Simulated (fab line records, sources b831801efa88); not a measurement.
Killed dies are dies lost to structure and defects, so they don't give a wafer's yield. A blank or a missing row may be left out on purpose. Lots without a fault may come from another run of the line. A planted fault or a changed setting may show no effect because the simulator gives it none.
Problem report in the 8D (eight disciplines) form, filled by code | flow sky130 | the parts of the form that need people (team, actions taken, sign-off) are left out

1. THE PROBLEM
GATE_OXIDE_TW at SKY_GATE_OXIDE_TW_MEAS_14 reads a mean of 204.3 on 6 wafers of 2 lots; wafers without a fault read 225.3 with a standard deviation of 0.97. That is -22 standard deviations from the usual mean.
First seen on wafer L827.3, day 15 19:14, on film_metro-02. The record holds 39 wafers of 13 lots with a number at this step. Rule for "out", or "out of limits": more than 4 standard deviations from the usual mean. The other wafers with a number count as sound.

2. WHAT IT IS AND WHAT IT IS NOT
question                    | is                           | is not
which readings at this step | GATE_OXIDE_TW                | -
which lots                  | L827, L828                   | L831, L834, L835, L836, L838, L839, L840, L841, L842, L843, L844
which wafers of those lots  | all that have a number       | -
read on which gauges        | film_metro-02, film_metro-04 | film_metro-01
when                        | from day 15 19:14            | up to then (0 sound wafers); but 33 sound wafers of L831, L834, L835, L836, L838, L839, L840, L841, L842, L843, L844 came after

3. SUSPECTS, AND WHAT RULES EACH OUT
Counting: a tool at a process step up to the reading stays a suspect if it ran every lot that is out and no sound lot after the first of them.
- the gauge at SKY_GATE_OXIDE_TW_MEAS_14: ruled out. The wafers that are out were read on 2 gauges (film_metro-02, film_metro-04).
- implanter-01 at SKY_GATE_OXIDE_IMPLANT_11: ruled out as a lasting fault. Sound lots L839, L840, L841, L843 ran on it after its first lot that is out, L827 (day 15 18:55).
Left after counting: nothing in the record.

4. THE CAUSE (what the simulator had put in)
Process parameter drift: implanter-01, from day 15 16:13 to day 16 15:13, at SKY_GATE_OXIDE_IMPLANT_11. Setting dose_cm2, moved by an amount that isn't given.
Counting ruled it out, wrongly: the rule takes a fault to strike every lot that its tool runs from its start on, and this one did not.

5. THE CHAIN OF EFFECTS, in route order
Each row: a reading whose mean over the struck wafers that have a number lies more than 3 standard deviations from the usual. Only readings for which the record gives a usual standard deviation are gone through. hours: the time from each lot's start at the first step in this table that gives one to its start at this step, as a median over the lots. sigmas: the change in usual standard deviations.
hours | step                      | reading            | usual      | on struck wafers | change      | sigmas
0     | SKY_GATE_OXIDE_IMPLANT_11 | dose_ions_cm2      | 2.6009e+12 | 1.8474e+12       | -7.5345e+11 | -99 or more
0     | SKY_GATE_OXIDE_IMPLANT_11 | faraday_current_uA | 14.7       | 10.4             | -4.3        | -14
0     | SKY_GATE_OXIDE_TW_MEAS_14 | GATE_OXIDE_TW      | 225.3      | 204.3            | -21.0       | -22
The process steps in it:
- SKY_GATE_OXIDE_IMPLANT_11

6. WHAT WOULD HAVE CAUGHT IT SOONER
In this record the first reading out of limits at a measuring or inspecting step was taken at day 15 19:14, 3 hours after the fault began at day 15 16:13.
The tool's own readings at SKY_GATE_OXIDE_IMPLANT_11 were out on every struck wafer that the step has a row for (dose_ions_cm2, faraday_current_uA): an alarm limit on them would have fired on the first of those.
